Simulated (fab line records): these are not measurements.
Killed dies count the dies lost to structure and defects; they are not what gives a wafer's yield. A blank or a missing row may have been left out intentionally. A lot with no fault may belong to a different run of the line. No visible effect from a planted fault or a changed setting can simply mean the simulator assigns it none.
A lot that was struck, set against a sound lot / flow sky130 / 42 out of 708 route steps
Sound: these wafers, L245.1, L245.2, L245.4. Wafers struck: L257.2, L257.3, L257.6. The cause comes at the end.
Order at every step that has rows: each side's tool, ch and its chambers, its first start. Under that, the readings that differ: sound wafers / struck wafers / difference of the means / sigmas: that difference in standard deviations of wafers without a fault.
alike: words and numbers the same on both sides, and readings whose means are apart by under 2 such deviations; not compared: readings that were withheld, readings missing a value for some wafer, numbers with overlapping values and no deviation given by the record, and bounds like >300 which may hide the same value.
The two part at a step that has a row with sigmas, a row that says differs or no value, or rows on one side only. When numbers do not overlap yet have no deviation, they are printed without sigmas and do not part them. A reading missing from all wafers of one side parts the sides only when that side holds two or more wafers.

SKY_NWELL_RS_MEAS_31: measurement is done with a four-point probe.
  sound: filmMetro-01 at day 6 22:49; struck: filmMetro-01 at day 10 01:53
reading=PWDE_RS (ohm/sq); sound=5330 5331 5343; struck=5277 5293 5289; difference=-48; sigmas=-2
then, 7 steps without rows for these wafers: SKY_VT_ADJUST_HVTP_DEHYDRATE_00 (time 60 s); SKY_VT_ADJUST_HVTP_HMDS_01 (prime time 60 s); SKY_VT_ADJUST_HVTP_COAT_02 (resist thk 1140 nm); SKY_VT_ADJUST_HVTP_SOFTBAKE_03 (time 60 s); SKY_VT_ADJUST_HVTP_EXPOSE_04 (exposes mask HVTPM, target cd 380 nm); SKY_VT_ADJUST_HVTP_PEB_05; SKY_VT_ADJUST_HVTP_DEVELOP_06 (develop time 60 s).
SKY_VT_ADJUST_HVTP_CD_MEAS_07 targets a cd of 380 nm.
  sound: cdSem-01 at day 7 18:17; struck: cdSem-01 at day 10 23:59
  alike: cdNm
SKY_VT_ADJUST_HVTP_OVL_MEAS_08:
  sound: overlay-02 at day 7 18:24; struck: overlay-02 at day 11 00:06
reading=VT_ADJUST_HVTP_OVL (nm); sound=1.2 1.6 2.6; struck=-2.9 -2.5 -0.9; difference=-3.9; sigmas=-3
following that, these wafers have no rows for 1 step: SKY_VT_ADJUST_HVTP_IMPLANT_09.
SKY_VT_ADJUST_HVTP_STRIP_10: strips in O2/N2.
  sound on plasmaAsher-03 ch 0,1, day 7 18:35; struck on plasmaAsher-03 ch 0,1, day 11 00:17
  alike: drypumpMotorCurrentA, n2FlowSccm, oesProductAu, stripTimeToEndpointS
  not compared: rfHoursCounterH
SKY_VT_ADJUST_HVTP_TW_MEAS_11:
  sound: filmMetro-02 at day 7 18:41; struck: filmMetro-02 at day 11 00:23
  alike: VT_ADJUST_HVTP_TW
then, 7 steps without rows for these wafers: SKY_VT_ADJUST_LVTN_DEHYDRATE_00 (time 60 s); SKY_VT_ADJUST_LVTN_HMDS_01 (prime time 60 s); SKY_VT_ADJUST_LVTN_COAT_02 (resist thk 3000 nm); SKY_VT_ADJUST_LVTN_SOFTBAKE_03; SKY_VT_ADJUST_LVTN_EXPOSE_04 (exposes mask NWM COMPLEMENT LESS NATIVE, target cd 840 nm); SKY_VT_ADJUST_LVTN_PEB_05; SKY_VT_ADJUST_LVTN_DEVELOP_06 (develop time 60 s).
SKY_VT_ADJUST_LVTN_OVL_MEAS_07:
  sound: overlay-02 at day 8 15:02; struck: overlay-01 at day 12 00:14
  alike: VT_ADJUST_LVTN_OVL
following that, these wafers have no rows for 1 step: SKY_VT_ADJUST_LVTN_IMPLANT_08.
SKY_VT_ADJUST_LVTN_STRIP_09: strips in O2/N2.
  sound on plasmaAsher-04 ch 0,1, day 8 15:13; struck on plasmaAsher-02 ch 0,1, day 12 00:25
  alike: drypumpMotorCurrentA, n2FlowSccm, oesProductAu, stripTimeToEndpointS
  not compared: rfHoursCounterH
SKY_VT_ADJUST_LVTN_TW_MEAS_10:
  sound: filmMetro-01 at day 8 15:19; struck: filmMetro-01 at day 12 00:31
  alike: VT_ADJUST_LVTN_TW
then, 7 steps without rows for these wafers: SKY_VT_ADJUST_LVTN_DEHYDRATE_11 (time 60 s); SKY_VT_ADJUST_LVTN_HMDS_12 (prime time 60 s); SKY_VT_ADJUST_LVTN_COAT_13 (resist thk 1140 nm); SKY_VT_ADJUST_LVTN_SOFTBAKE_14 (time 60 s); SKY_VT_ADJUST_LVTN_EXPOSE_15 (exposes mask HVN STD DERIVED, target cd 600 nm); SKY_VT_ADJUST_LVTN_PEB_16; SKY_VT_ADJUST_LVTN_DEVELOP_17 (develop time 60 s).
SKY_VT_ADJUST_LVTN_OVL_MEAS_18:
  sound: overlay-02 at day 9 12:05; struck: overlay-02 at day 13 00:41
  alike: VT_ADJUST_LVTN_01_OVL
following that, these wafers have no rows for 1 step: SKY_VT_ADJUST_LVTN_IMPLANT_19.
SKY_VT_ADJUST_LVTN_STRIP_20: strips in O2/N2.
  sound on plasmaAsher-02 ch 0,1, day 9 12:16; struck on plasmaAsher-04 ch 0, day 13 00:52
  alike: drypumpMotorCurrentA, n2FlowSccm, oesProductAu, stripTimeToEndpointS
  not compared: rfHoursCounterH
SKY_VT_ADJUST_LVTN_TW_MEAS_21:
  sound: filmMetro-01 at day 9 12:22; struck: filmMetro-01 at day 13 00:59
  alike: VT_ADJUST_LVTN_2_TW
then, 6 steps without rows for these wafers: SKY_VT_ADJUST_NCORE_DEHYDRATE_00 (time 60 s); SKY_VT_ADJUST_NCORE_HMDS_01 (prime time 60 s); SKY_VT_ADJUST_NCORE_COAT_02 (resist thk 1140 nm); SKY_VT_ADJUST_NCORE_SOFTBAKE_03 (time 60 s); SKY_VT_ADJUST_NCORE_EXPOSE_04 (exposes mask LVTN COMPLEMENT THIN, target cd 380 nm); SKY_VT_ADJUST_NCORE_PEB_05.
-- the record jumps here: 37 days lie between the struck wafers' starts before and after (it left off in module VT_ADJUST_NCORE and takes up again in module PAD_OPEN, whose first step shown is number 708 of the route) --
SKY_PAD_OPEN_PROBE_99:
  rows exist in the record for the struck wafers here (prober-01, day 50 03:36), but not for the sound ones

WHERE THEY PART
At SKY_NWELL_RS_MEAS_31 first; at SKY_PAD_OPEN_PROBE_99 last (within this record only).

WHY: the cause the simulator had injected
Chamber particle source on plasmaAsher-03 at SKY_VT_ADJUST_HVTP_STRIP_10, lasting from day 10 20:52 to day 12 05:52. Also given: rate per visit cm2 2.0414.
